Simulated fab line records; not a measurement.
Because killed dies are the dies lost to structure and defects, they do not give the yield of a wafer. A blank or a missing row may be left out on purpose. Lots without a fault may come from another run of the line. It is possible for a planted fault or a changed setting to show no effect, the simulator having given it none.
fab line records / flow sky130
record: lots: 13 wafers: 39 last-day: 50
route steps=708 shown METAL3@532
lots untouched by any fault: they come from a run of this same line in which no faults occurred
start-h: hours from the record's opening day to when the first of the lot's shown wafers began / wait-h: time in hours since the lot's previous step / " unchanged from the row above / L1.1+2: several wafers, shown together as one row / - no value, or no start was given / * or withheld: withheld / < > ~ a bound
route shown NAME@n: names a module that has steps shown in the file, with the first one's number in the route / usual: mean/standard deviation of fault-free wafers / same: alike in all rows / chamber/n: place in a boat / sites: the reading at each site / _std_site: their standard deviation / _edge_site: outer sites' mean less inner sites' / radius-mm: how far each site lies from the wafer's centre / mask NAME#n: copy n / behind: the last tool/chamber to shape the wafer / hold: what put the lot on hold/how long, in hours/how the hold closed / device: whichever transistor did not switch (one of n, p or np) / end of line: tests of these same wafers at the route's end / a step with no rows: only its recipe / killed: dies lost to structure and defects at the first sort, not the wafer's yield / map: the dies of a wafer, with x for killed, . for not killed, _ for no die there
set.NAME: the setting that was run; set.NAME@STEP: the one run at that earlier step / model.NAME: the simulator's own value behind a step, which no gauge read
a sample of lots followed through the steps of the route, with each step as a table and each wafer as a row
services: from which hour (start-h, from the record's first day; less than 0 if before it) a tool's chamber was out of use, for how many hours, and why
== steps ==
step: SKY_METAL3_SPUTTER_00
recipe: material: Ti target-thk-nm: 15 power-w: 3000 time-s: 10 chamber-pressure-pa: 0.4
usual: cathode-dc-power-W: 3000.0/0.52 throttle-valve-pct: 30.1/1.2
lot.wafer=L334.2 tool=pvd-sputter-02 chamber=- start-h=839.63 wait-h=0.1 cathode-dc-power-W=2999.2 throttle-valve-pct=28.7
lot.wafer=L334.3 tool=pvd-sputter-02 chamber=- start-h=839.63 wait-h=0.1 cathode-dc-power-W=3000.2 throttle-valve-pct=30.0
lot.wafer=L334.5 tool=pvd-sputter-02 chamber=- start-h=839.63 wait-h=0.1 cathode-dc-power-W=3000.0 throttle-valve-pct=30.2
lot.wafer=L335.1 tool=pvd-sputter-02 chamber=- start-h=859.44 wait-h=0.1 cathode-dc-power-W=3000.1 throttle-valve-pct=30.9
lot.wafer=L335.4 tool=pvd-sputter-02 chamber=- start-h=859.44 wait-h=0.1 cathode-dc-power-W=2999.3 throttle-valve-pct=30.7
lot.wafer=L335.6 tool=pvd-sputter-02 chamber=- start-h=859.44 wait-h=0.1 cathode-dc-power-W=2998.9 throttle-valve-pct=30.9
lot.wafer=L336.1 tool=pvd-sputter-04 chamber=- start-h=861.42 wait-h=0.2 cathode-dc-power-W=2999.4 throttle-valve-pct=28.4
lot.wafer=L336.2 tool=pvd-sputter-04 chamber=- start-h=861.42 wait-h=0.2 cathode-dc-power-W=2999.4 throttle-valve-pct=31.6
lot.wafer=L336.3 tool=pvd-sputter-04 chamber=- start-h=861.42 wait-h=0.2 cathode-dc-power-W=3000.3 throttle-valve-pct=31.4
lot.wafer=L337.3 tool=pvd-sputter-02 chamber=- start-h=882.73 wait-h=0.1 cathode-dc-power-W=2999.9 throttle-valve-pct=31.0
lot.wafer=L337.5 tool=pvd-sputter-02 chamber=- start-h=882.73 wait-h=0.1 cathode-dc-power-W=2999.9 throttle-valve-pct=28.8
lot.wafer=L337.6 tool=pvd-sputter-02 chamber=- start-h=882.73 wait-h=0.1 cathode-dc-power-W=3000.7 throttle-valve-pct=31.2
lot.wafer=L338.2 tool=pvd-sputter-03 chamber=- start-h=887.46 wait-h=0.1 cathode-dc-power-W=3000.2 throttle-valve-pct=30.1
lot.wafer=L338.3 tool=pvd-sputter-03 chamber=- start-h=887.46 wait-h=0.1 cathode-dc-power-W=2999.7 throttle-valve-pct=31.6
lot.wafer=L338.5 tool=pvd-sputter-03 chamber=- start-h=887.46 wait-h=0.1 cathode-dc-power-W=3000.4 throttle-valve-pct=30.9
lot.wafer=L340.2 tool=pvd-sputter-02 chamber=- start-h=904.46 wait-h=0.1 cathode-dc-power-W=3000.2 throttle-valve-pct=30.0
lot.wafer=L340.3 tool=pvd-sputter-02 chamber=- start-h=904.46 wait-h=0.1 cathode-dc-power-W=3000.1 throttle-valve-pct=28.5
lot.wafer=L340.4 tool=pvd-sputter-02 chamber=- start-h=904.46 wait-h=0.1 cathode-dc-power-W=3000.8 throttle-valve-pct=30.7
lot.wafer=L341.3 tool=pvd-sputter-03 chamber=- start-h=905.80 wait-h=0.2 cathode-dc-power-W=2999.3 throttle-valve-pct=28.8
lot.wafer=L341.4 tool=pvd-sputter-03 chamber=- start-h=905.80 wait-h=0.2 cathode-dc-power-W=2999.4 throttle-valve-pct=30.6
lot.wafer=L341.5 tool=pvd-sputter-03 chamber=- start-h=905.80 wait-h=0.2 cathode-dc-power-W=3000.1 throttle-valve-pct=31.3
lot.wafer=L339.1 tool=pvd-sputter-04 chamber=- start-h=906.99 wait-h=0.2 cathode-dc-power-W=2999.6 throttle-valve-pct=28.7
lot.wafer=L339.3 tool=pvd-sputter-04 chamber=- start-h=906.99 wait-h=0.2 cathode-dc-power-W=2999.4 throttle-valve-pct=28.4
lot.wafer=L339.5 tool=pvd-sputter-04 chamber=- start-h=906.99 wait-h=0.2 cathode-dc-power-W=3000.8 throttle-valve-pct=31.4
lot.wafer=L342.3 tool=pvd-sputter-02 chamber=- start-h=917.21 wait-h=0.1 cathode-dc-power-W=2999.8 throttle-valve-pct=31.1
lot.wafer=L342.4 tool=pvd-sputter-02 chamber=- start-h=917.21 wait-h=0.1 cathode-dc-power-W=3000.6 throttle-valve-pct=28.5
lot.wafer=L342.5 tool=pvd-sputter-02 chamber=- start-h=917.21 wait-h=0.1 cathode-dc-power-W=2998.8 throttle-valve-pct=30.2
lot.wafer=L349.2 tool=pvd-sputter-04 chamber=- start-h=962.54 wait-h=0.2 cathode-dc-power-W=3000.7 throttle-valve-pct=31.2
lot.wafer=L349.3 tool=pvd-sputter-04 chamber=- start-h=962.54 wait-h=0.2 cathode-dc-power-W=3000.6 throttle-valve-pct=28.3
lot.wafer=L349.4 tool=pvd-sputter-04 chamber=- start-h=962.54 wait-h=0.2 cathode-dc-power-W=3000.8 throttle-valve-pct=31.4
lot.wafer=L353.2 tool=pvd-sputter-03 chamber=- start-h=992.66 wait-h=0.1 cathode-dc-power-W=3000.1 throttle-valve-pct=30.7
lot.wafer=L353.4 tool=pvd-sputter-03 chamber=- start-h=992.66 wait-h=0.1 cathode-dc-power-W=2998.4 throttle-valve-pct=31.7
lot.wafer=L353.5 tool=pvd-sputter-03 chamber=- start-h=992.66 wait-h=0.1 cathode-dc-power-W=2999.7 throttle-valve-pct=29.9
lot.wafer=L354.3 tool=pvd-sputter-03 chamber=- start-h=995.13 wait-h=0.1 cathode-dc-power-W=2999.5 throttle-valve-pct=30.8
lot.wafer=L354.4 tool=pvd-sputter-03 chamber=- start-h=995.13 wait-h=0.1 cathode-dc-power-W=2999.5 throttle-valve-pct=31.5
lot.wafer=L354.5 tool=pvd-sputter-03 chamber=- start-h=995.13 wait-h=0.1 cathode-dc-power-W=2999.4 throttle-valve-pct=30.7
lot.wafer=L356.2 tool=pvd-sputter-04 chamber=- start-h=1008.88 wait-h=0.1 cathode-dc-power-W=2999.5 throttle-valve-pct=28.5
lot.wafer=L356.3 tool=pvd-sputter-04 chamber=- start-h=1008.88 wait-h=0.1 cathode-dc-power-W=3000.6 throttle-valve-pct=28.7
lot.wafer=L356.4 tool=pvd-sputter-04 chamber=- start-h=1008.88 wait-h=0.1 cathode-dc-power-W=3000.2 throttle-valve-pct=31.6
step: SKY_METAL3_EXPOSE_10
recipe: mask-id: MM3 na: 0.68 source-shape: annular sigma-inner: 0.4 sigma-outer: 0.8 target-cd-nm: 300 dose-mj: 28
lot.wafer=L334.2+3+5 tool=krf-scanner-02 chamber=0 start-h=880.38 wait-h=- mask=MM3#0
lot.wafer=L335.1+4+6 tool=krf-scanner-01 chamber=0 start-h=899.61 wait-h=- mask=MM3#0
lot.wafer=L336.1+2+3 tool=krf-scanner-02 chamber=0 start-h=901.89 wait-h=- mask=MM3#0
lot.wafer=L337.3+5+6 tool=krf-scanner-01 chamber=0 start-h=922.17 wait-h=- mask=MM3#0
lot.wafer=L338.2+3+5 tool=krf-scanner-01 chamber=0 start-h=926.75 wait-h=- mask=MM3#0
lot.wafer=L340.2+3+4 tool=krf-scanner-02 chamber=0 start-h=940.98 wait-h=- mask=MM3#0
lot.wafer=L341.3+4+5 tool=krf-scanner-01 chamber=0 start-h=943.64 wait-h=- mask=MM3#0
lot.wafer=L339.1+3+5 tool=krf-scanner-01 chamber=0 start-h=944.28 wait-h=- mask=MM3#0
lot.wafer=L342.3+4+5 tool=krf-scanner-01 chamber=0 start-h=955.60 wait-h=- mask=MM3#0
lot.wafer=L349.2+3+4 tool=krf-scanner-01 chamber=0 start-h=998.75 wait-h=- mask=MM3#0
lot.wafer=L353.2+4+5 tool=krf-scanner-02 chamber=0 start-h=1027.53 wait-h=- mask=MM3#0
lot.wafer=L354.3+4+5 tool=krf-scanner-02 chamber=0 start-h=1031.27 wait-h=- mask=MM3#0
lot.wafer=L356.2+3+4 tool=krf-scanner-02 chamber=0 start-h=1043.46 wait-h=- mask=MM3#0
step: SKY_METAL3_CD_MEAS_13
recipe: target-cd-nm: 300
usual: cd-nm: 299.9/1.4
lot.wafer=L334.2 tool=cd-sem-01 chamber=- start-h=893.05 wait-h=- cd-nm=301.9
lot.wafer=L334.3 tool=cd-sem-01 chamber=- start-h=893.05 wait-h=- cd-nm=300.0
lot.wafer=L334.5 tool=cd-sem-01 chamber=- start-h=893.05 wait-h=- cd-nm=301.2
lot.wafer=L335.1 tool=cd-sem-01 chamber=- start-h=912.21 wait-h=- cd-nm=299.3
lot.wafer=L335.4 tool=cd-sem-01 chamber=- start-h=912.21 wait-h=- cd-nm=301.2
lot.wafer=L335.6 tool=cd-sem-01 chamber=- start-h=912.21 wait-h=- cd-nm=300.8
lot.wafer=L336.1 tool=cd-sem-02 chamber=- start-h=914.03 wait-h=- cd-nm=299.4
lot.wafer=L336.2 tool=cd-sem-02 chamber=- start-h=914.03 wait-h=- cd-nm=299.4
lot.wafer=L336.3 tool=cd-sem-02 chamber=- start-h=914.03 wait-h=- cd-nm=300.7
lot.wafer=L337.3 tool=cd-sem-02 chamber=- start-h=934.42 wait-h=- cd-nm=298.3
lot.wafer=L337.5 tool=cd-sem-02 chamber=- start-h=934.42 wait-h=- cd-nm=298.4
lot.wafer=L337.6 tool=cd-sem-02 chamber=- start-h=934.42 wait-h=- cd-nm=299.2
lot.wafer=L338.2 tool=cd-sem-02 chamber=- start-h=938.48 wait-h=- cd-nm=299.3
lot.wafer=L338.3 tool=cd-sem-02 chamber=- start-h=938.48 wait-h=- cd-nm=301.9
lot.wafer=L338.5 tool=cd-sem-02 chamber=- start-h=938.48 wait-h=- cd-nm=300.4
lot.wafer=L340.2 tool=cd-sem-01 chamber=- start-h=953.25 wait-h=- cd-nm=301.3
lot.wafer=L340.3 tool=cd-sem-01 chamber=- start-h=953.25 wait-h=- cd-nm=301.2
lot.wafer=L340.4 tool=cd-sem-01 chamber=- start-h=953.25 wait-h=- cd-nm=299.9
lot.wafer=L341.3 tool=cd-sem-02 chamber=- start-h=955.97 wait-h=- cd-nm=300.5
lot.wafer=L341.4 tool=cd-sem-02 chamber=- start-h=955.97 wait-h=- cd-nm=300.1
lot.wafer=L341.5 tool=cd-sem-02 chamber=- start-h=955.97 wait-h=- cd-nm=300.1
lot.wafer=L339.1 tool=cd-sem-01 chamber=- start-h=956.58 wait-h=- cd-nm=300.9
lot.wafer=L339.3 tool=cd-sem-01 chamber=- start-h=956.58 wait-h=- cd-nm=301.3
lot.wafer=L339.5 tool=cd-sem-01 chamber=- start-h=956.58 wait-h=- cd-nm=301.3
lot.wafer=L342.3 tool=cd-sem-01 chamber=- start-h=967.17 wait-h=- cd-nm=301.0
lot.wafer=L342.4 tool=cd-sem-01 chamber=- start-h=967.17 wait-h=- cd-nm=301.4
lot.wafer=L342.5 tool=cd-sem-01 chamber=- start-h=967.17 wait-h=- cd-nm=300.1
lot.wafer=L349.2 tool=cd-sem-02 chamber=- start-h=1010.58 wait-h=- cd-nm=300.1
lot.wafer=L349.3 tool=cd-sem-02 chamber=- start-h=1010.58 wait-h=- cd-nm=300.2
lot.wafer=L349.4 tool=cd-sem-02 chamber=- start-h=1010.58 wait-h=- cd-nm=283.4
lot.wafer=L353.2 tool=cd-sem-01 chamber=- start-h=1038.85 wait-h=- cd-nm=300.5
lot.wafer=L353.4 tool=cd-sem-01 chamber=- start-h=1038.85 wait-h=- cd-nm=299.5
lot.wafer=L353.5 tool=cd-sem-01 chamber=- start-h=1038.85 wait-h=- cd-nm=298.5
lot.wafer=L354.3 tool=cd-sem-01 chamber=- start-h=1041.62 wait-h=- cd-nm=300.1
lot.wafer=L354.4 tool=cd-sem-01 chamber=- start-h=1041.62 wait-h=- cd-nm=300.1
lot.wafer=L354.5 tool=cd-sem-01 chamber=- start-h=1041.62 wait-h=- cd-nm=299.6
lot.wafer=L356.2 tool=cd-sem-02 chamber=- start-h=1054.70 wait-h=- cd-nm=299.8
lot.wafer=L356.3 tool=cd-sem-02 chamber=- start-h=1054.70 wait-h=- cd-nm=300.6
lot.wafer=L356.4 tool=cd-sem-02 chamber=- start-h=1054.70 wait-h=- cd-nm=299.3
step: SKY_METAL3_OVL_MEAS_14
usual: METAL3_OVL: -1/3.8
lot.wafer=L334.2 tool=overlay-01 chamber=- start-h=893.15 wait-h=0.1 METAL3_OVL[nm]=-4
lot.wafer=L334.3 tool=overlay-01 chamber=- start-h=893.15 wait-h=0.1 METAL3_OVL[nm]=-3
lot.wafer=L334.5 tool=overlay-01 chamber=- start-h=893.15 wait-h=0.1 METAL3_OVL[nm]=0
lot.wafer=L335.1 tool=overlay-01 chamber=- start-h=912.33 wait-h=0.1 METAL3_OVL[nm]=-4
lot.wafer=L335.4 tool=overlay-01 chamber=- start-h=912.33 wait-h=0.1 METAL3_OVL[nm]=-5
lot.wafer=L335.6 tool=overlay-01 chamber=- start-h=912.33 wait-h=0.1 METAL3_OVL[nm]=-4
lot.wafer=L336.1 tool=overlay-01 chamber=- start-h=914.15 wait-h=0.1 METAL3_OVL[nm]=-13
lot.wafer=L336.2 tool=overlay-01 chamber=- start-h=914.15 wait-h=0.1 METAL3_OVL[nm]=0
lot.wafer=L336.3 tool=overlay-01 chamber=- start-h=914.15 wait-h=0.1 METAL3_OVL[nm]=-2
lot.wafer=L337.3 tool=overlay-02 chamber=- start-h=934.51 wait-h=0.1 METAL3_OVL[nm]=-3
lot.wafer=L337.5 tool=overlay-02 chamber=- start-h=934.51 wait-h=0.1 METAL3_OVL[nm]=2
lot.wafer=L337.6 tool=overlay-02 chamber=- start-h=934.51 wait-h=0.1 METAL3_OVL[nm]=-4
lot.wafer=L338.2 tool=overlay-02 chamber=- start-h=938.59 wait-h=0.1 METAL3_OVL[nm]=1
lot.wafer=L338.3 tool=overlay-02 chamber=- start-h=938.59 wait-h=0.1 METAL3_OVL[nm]=-1
lot.wafer=L338.5 tool=overlay-02 chamber=- start-h=938.59 wait-h=0.1 METAL3_OVL[nm]=3
lot.wafer=L340.2 tool=overlay-02 chamber=- start-h=953.36 wait-h=0.1 METAL3_OVL[nm]=-13
lot.wafer=L340.3 tool=overlay-02 chamber=- start-h=953.36 wait-h=0.1 METAL3_OVL[nm]=2
lot.wafer=L340.4 tool=overlay-02 chamber=- start-h=953.36 wait-h=0.1 METAL3_OVL[nm]=-8
lot.wafer=L341.3 tool=overlay-01 chamber=- start-h=956.06 wait-h=0.1 METAL3_OVL[nm]=7
lot.wafer=L341.4 tool=overlay-01 chamber=- start-h=956.06 wait-h=0.1 METAL3_OVL[nm]=-3
lot.wafer=L341.5 tool=overlay-01 chamber=- start-h=956.06 wait-h=0.1 METAL3_OVL[nm]=5
lot.wafer=L339.1 tool=overlay-02 chamber=- start-h=956.70 wait-h=0.1 METAL3_OVL[nm]=0
lot.wafer=L339.3 tool=overlay-02 chamber=- start-h=956.70 wait-h=0.1 METAL3_OVL[nm]=2
lot.wafer=L339.5 tool=overlay-02 chamber=- start-h=956.70 wait-h=0.1 METAL3_OVL[nm]=2
lot.wafer=L342.3 tool=overlay-02 chamber=- start-h=967.26 wait-h=0.1 METAL3_OVL[nm]=-2
lot.wafer=L342.4 tool=overlay-02 chamber=- start-h=967.26 wait-h=0.1 METAL3_OVL[nm]=1
lot.wafer=L342.5 tool=overlay-02 chamber=- start-h=967.26 wait-h=0.1 METAL3_OVL[nm]=-5
lot.wafer=L349.2 tool=overlay-01 chamber=- start-h=1010.69 wait-h=0.1 METAL3_OVL[nm]=-2
lot.wafer=L349.3 tool=overlay-01 chamber=- start-h=1010.69 wait-h=0.1 METAL3_OVL[nm]=5
lot.wafer=L349.4 tool=overlay-01 chamber=- start-h=1010.69 wait-h=0.1 METAL3_OVL[nm]=-4
lot.wafer=L353.2 tool=overlay-01 chamber=- start-h=1038.95 wait-h=0.1 METAL3_OVL[nm]=4
lot.wafer=L353.4 tool=overlay-01 chamber=- start-h=1038.95 wait-h=0.1 METAL3_OVL[nm]=0
lot.wafer=L353.5 tool=overlay-01 chamber=- start-h=1038.95 wait-h=0.1 METAL3_OVL[nm]=-2
lot.wafer=L354.3 tool=overlay-01 chamber=- start-h=1041.72 wait-h=0.1 METAL3_OVL[nm]=2
lot.wafer=L354.4 tool=overlay-01 chamber=- start-h=1041.72 wait-h=0.1 METAL3_OVL[nm]=4
lot.wafer=L354.5 tool=overlay-01 chamber=- start-h=1041.72 wait-h=0.1 METAL3_OVL[nm]=-1
lot.wafer=L356.2 tool=overlay-02 chamber=- start-h=1054.81 wait-h=0.1 METAL3_OVL[nm]=-3
lot.wafer=L356.3 tool=overlay-02 chamber=- start-h=1054.81 wait-h=0.1 METAL3_OVL[nm]=-4
lot.wafer=L356.4 tool=overlay-02 chamber=- start-h=1054.81 wait-h=0.1 METAL3_OVL[nm]=-3
step: SKY_METAL3_ETCH_17
recipe: target: SiO2 stop-on: TiN chemistry: C4F8/O2/Ar source-w: 1500 bias-w: 1200 pressure-mtorr: 40 c4f8-flow-sccm: withheld O2_flow_sccm: 6 Ar_flow_sccm: 300 time-s: 3.9 target-depth-a: 150
usual: oes-product-au: 0.755/0.0083
lot.wafer=L334.2 tool=rie-diel-02 chamber=2 start-h=893.44 wait-h=0.1 oes-product-au=0.753
lot.wafer=L334.3 tool=rie-diel-02 chamber=0 start-h=893.44 wait-h=0.1 oes-product-au=0.752
lot.wafer=L334.5 tool=rie-diel-02 chamber=3 start-h=893.44 wait-h=0.1 oes-product-au=0.770
lot.wafer=L335.1 tool=rie-diel-03 chamber=2 start-h=912.50 wait-h=0.1 oes-product-au=0.751
lot.wafer=L335.4 tool=rie-diel-03 chamber=3 start-h=912.50 wait-h=0.1 oes-product-au=0.757
lot.wafer=L335.6 tool=rie-diel-03 chamber=1 start-h=912.50 wait-h=0.1 oes-product-au=0.753
lot.wafer=L336.1 tool=rie-diel-01 chamber=3 start-h=914.32 wait-h=0.1 oes-product-au=0.742
lot.wafer=L336.2 tool=rie-diel-01 chamber=2 start-h=914.32 wait-h=0.1 oes-product-au=0.742
lot.wafer=L336.3 tool=rie-diel-01 chamber=1 start-h=914.32 wait-h=0.1 oes-product-au=0.734
lot.wafer=L337.3 tool=rie-diel-02 chamber=1 start-h=934.67 wait-h=0.0 oes-product-au=0.765
lot.wafer=L337.5 tool=rie-diel-02 chamber=0 start-h=934.67 wait-h=0.0 oes-product-au=0.769
lot.wafer=L337.6 tool=rie-diel-02 chamber=1 start-h=934.67 wait-h=0.0 oes-product-au=0.761
lot.wafer=L338.2 tool=rie-diel-01 chamber=0 start-h=938.75 wait-h=0.1 oes-product-au=0.740
lot.wafer=L338.3 tool=rie-diel-01 chamber=1 start-h=938.75 wait-h=0.1 oes-product-au=0.743
lot.wafer=L338.5 tool=rie-diel-01 chamber=0 start-h=938.75 wait-h=0.1 oes-product-au=0.756
lot.wafer=L340.2 tool=rie-diel-01 chamber=3 start-h=953.52 wait-h=0.1 oes-product-au=0.747
lot.wafer=L340.3 tool=rie-diel-01 chamber=1 start-h=953.52 wait-h=0.1 oes-product-au=0.762
lot.wafer=L340.4 tool=rie-diel-01 chamber=0 start-h=953.52 wait-h=0.1 oes-product-au=0.753
lot.wafer=L341.3 tool=rie-diel-02 chamber=2 start-h=956.21 wait-h=0.0 oes-product-au=0.743
lot.wafer=L341.4 tool=rie-diel-02 chamber=3 start-h=956.21 wait-h=0.0 oes-product-au=0.753
lot.wafer=L341.5 tool=rie-diel-02 chamber=1 start-h=956.21 wait-h=0.0 oes-product-au=0.757
lot.wafer=L339.1 tool=rie-diel-01 chamber=0 start-h=956.87 wait-h=0.1 oes-product-au=0.754
lot.wafer=L339.3 tool=rie-diel-01 chamber=2 start-h=956.87 wait-h=0.1 oes-product-au=0.759
lot.wafer=L339.5 tool=rie-diel-01 chamber=2 start-h=956.87 wait-h=0.1 oes-product-au=0.758
lot.wafer=L342.3 tool=rie-diel-02 chamber=2 start-h=967.41 wait-h=0.0 oes-product-au=0.753
lot.wafer=L342.4 tool=rie-diel-02 chamber=3 start-h=967.41 wait-h=0.0 oes-product-au=0.752
lot.wafer=L342.5 tool=rie-diel-02 chamber=2 start-h=967.41 wait-h=0.0 oes-product-au=0.765
lot.wafer=L349.2 tool=rie-diel-01 chamber=1 start-h=1010.85 wait-h=0.1 oes-product-au=0.761
lot.wafer=L349.3 tool=rie-diel-01 chamber=2 start-h=1010.85 wait-h=0.1 oes-product-au=0.755
lot.wafer=L349.4 tool=rie-diel-01 chamber=0 start-h=1010.85 wait-h=0.1 oes-product-au=0.753
lot.wafer=L353.2 tool=rie-diel-02 chamber=0 start-h=1039.11 wait-h=0.1 oes-product-au=0.763
lot.wafer=L353.4 tool=rie-diel-02 chamber=3 start-h=1039.11 wait-h=0.1 oes-product-au=0.771
lot.wafer=L353.5 tool=rie-diel-02 chamber=2 start-h=1039.11 wait-h=0.1 oes-product-au=0.775
lot.wafer=L354.3 tool=rie-diel-02 chamber=0 start-h=1042.00 wait-h=0.1 oes-product-au=0.743
lot.wafer=L354.4 tool=rie-diel-02 chamber=3 start-h=1042.00 wait-h=0.1 oes-product-au=0.751
lot.wafer=L354.5 tool=rie-diel-02 chamber=2 start-h=1042.00 wait-h=0.1 oes-product-au=0.740
lot.wafer=L356.2 tool=rie-diel-02 chamber=3 start-h=1054.97 wait-h=0.1 oes-product-au=0.744
lot.wafer=L356.3 tool=rie-diel-02 chamber=2 start-h=1054.97 wait-h=0.1 oes-product-au=0.751
lot.wafer=L356.4 tool=rie-diel-02 chamber=0 start-h=1054.97 wait-h=0.1 oes-product-au=0.757
== services ==
tool=krf-scanner-02 chamber=- start-h=818.14 hours=0.8 kind=pm
tool=rie-diel-03 chamber=2 start-h=818.76 hours=19.9 kind=repair
tool=krf-scanner-01 chamber=- start-h=824.88 hours=1.3 kind=pm
tool=krf-scanner-02 chamber=- start-h=826.40 hours=4.0 kind=pm
tool=pvd-sputter-03 chamber=- start-h=830.58 hours=4.7 kind=repair
tool=rie-diel-02 chamber=2 start-h=858.92 hours=11.4 kind=repair
tool=rie-diel-03 chamber=0 start-h=863.22 hours=7.2 kind=repair
tool=krf-scanner-01 chamber=- start-h=864.30 hours=0.9 kind=repair
tool=krf-scanner-01 chamber=- start-h=881.38 hours=1.0 kind=pm
tool=pvd-sputter-02 chamber=- start-h=883.96 hours=8.4 kind=repair
tool=rie-diel-02 chamber=- start-h=887.58 hours=0.7 kind=repair
tool=pvd-sputter-03 chamber=- start-h=889.65 hours=2.6 kind=repair
tool=krf-scanner-01 chamber=- start-h=896.26 hours=0.8 kind=pm
tool=pvd-sputter-03 chamber=- start-h=919.19 hours=7.1 kind=repair
tool=krf-scanner-02 chamber=- start-h=921.82 hours=1.3 kind=pm
tool=pvd-sputter-03 chamber=- start-h=941.96 hours=1.0 kind=repair
tool=pvd-sputter-03 chamber=- start-h=945.83 hours=4.2 kind=repair
tool=krf-scanner-02 chamber=- start-h=953.54 hours=1.0 kind=pm
tool=krf-scanner-02 chamber=- start-h=956.47 hours=0.3 kind=repair
tool=krf-scanner-02 chamber=- start-h=970.08 hours=4.4 kind=pm
tool=pvd-sputter-03 chamber=- start-h=999.96 hours=16.8 kind=repair
tool=krf-scanner-01 chamber=- start-h=1000.70 hours=1.3 kind=pm
tool=rie-diel-02 chamber=1 start-h=1025.30 hours=1.9 kind=repair
tool=krf-scanner-01 chamber=- start-h=1050.38 hours=1.0 kind=pm
== key ==
first-sign: step: SKY_METAL3_CD_MEAS_13 reading: cd-nm direction: down sigmas: 12 usual: 299.9 struck: 283.4
effect none on later readings
met-at SKY_METAL3_EXPOSE_10
struck-lots L349
struck-wafers L349.4
sort-left-out L349.4
not-acting-at SKY_METAL3_SPUTTER_00,SKY_METAL3_OVL_MEAS_14,SKY_METAL3_ETCH_17
onset-between 955.60 998.75
fault: kind: process-parameter-drift tool: krf-scanner-01 chamber: - onset-h: 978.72 steps: SKY_METAL3_EXPOSE_10 channel: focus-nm offset: 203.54 shape: step end-h: 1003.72 scope: struck-wafers-only
sort-left-out: the simulated sort isn't trusted on such a fault, so these wafers' sort isn't shown, and their yield isn't known
